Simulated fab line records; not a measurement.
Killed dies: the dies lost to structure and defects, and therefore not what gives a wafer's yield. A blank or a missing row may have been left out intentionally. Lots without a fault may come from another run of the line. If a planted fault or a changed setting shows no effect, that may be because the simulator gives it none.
A single fault, viewed from 2 desks :: flow gf180mcu :: numbers are kept per desk, each desk with only its own; the story behind them comes last

TOOL OWNER'S DESK, pvd-sputter-01
The tool's own readings at GF_TOP_METAL_SPUTTER_00 (material Ti, target thk 37.5 nm, time 150 s): means of the sampled wafers that have a number, for each lot that ran on this tool. If a lot's mean is further than 4 standard deviations from the usual mean, the lot is out of limits and carries the mark OUT (the distance appears in the brackets).
Columns: A = chamber-pressure-pa at GF_TOP_METAL_SPUTTER_00, usual 2.001 Pa; B = throttle-valve-pct at GF_TOP_METAL_SPUTTER_00, usual 30.2 %
lot: L760
first seen here: day 28 01:01
A: 2.000
B: 30.2

lot: L770
first seen here: day 31 04:04
A: 2.141 (+35) OUT
B: 29.5
This desk's verdict: out of limits on L770, starting with L770 at day 31 04:04 (chamber-pressure-pa at GF_TOP_METAL_SPUTTER_00). L760: within limits.

METROLOGY DESK
Means of the sampled wafers that have a number, per lot and without regard to the tool the lot ran on: this is what the gauges read. If a lot's mean is further than 4 standard deviations from the usual mean, the lot is out of limits and carries the mark OUT (the distance appears in the brackets).
Columns: A = V5_W_RS at GF_V5_RS_MEAS_24, usual 0.325 ohm/sq; B = TOP_METAL_ALCU_RS at GF_TOP_METAL_RS_MEAS_05, usual 0.0328 ohm/sq
lot: L757
first seen here: day 27 10:25
A: 0.324
B: 0.0331

lot: L758
first seen here: day 27 17:10
A: 0.331
B: 0.0323

lot: L760
first seen here: day 28 00:35
A: 0.331
B: 0.0326

lot: L762
first seen here: day 28 17:48
A: 0.325
B: 0.0328

lot: L770
first seen here: day 31 03:36
A: 0.326
B: 0.0331

lot: L771
first seen here: day 31 14:53
A: 0.328
B: 0.0329

lot: L774
first seen here: day 32 08:22
A: 0.322
B: 0.0327

lot: L775
first seen here: day 32 10:51
A: 0.324
B: 0.0327

lot: L776
first seen here: day 32 23:07
A: 0.332
B: 0.0332

lot: L777
first seen here: day 32 23:28
A: 0.323
B: 0.0327

lot: L778
first seen here: day 33 05:29
A: 0.327
B: 0.0327

lot: L779
first seen here: day 33 09:30
A: 0.323
B: 0.0333

lot: L780
first seen here: day 33 10:59
A: 0.321
B: 0.0330
This desk's finding: nothing out of limits on any of the 13 lots.

TAKEN TOGETHER
The tool owner's desk could have raised an alarm at day 31 04:04, on L770.
From the metrology desk's view, nothing was out of limits.
The metrology desk holds a record of L770, inside its limits.
GF_TOP_METAL_SPUTTER_00 was run on pvd-sputter-01 by each of the lots named.

WHAT THE SIMULATOR PUT IN
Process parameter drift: pvd-sputter-01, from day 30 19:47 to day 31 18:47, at GF_TOP_METAL_SPUTTER_00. Setting chamber-pressure-pa, moved by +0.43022, from 2. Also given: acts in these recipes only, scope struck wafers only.
Shown lots that were struck: L770.
Time in hours from fault onset to the first out-of-limits reading at each desk: the tool owner's desk, 8.
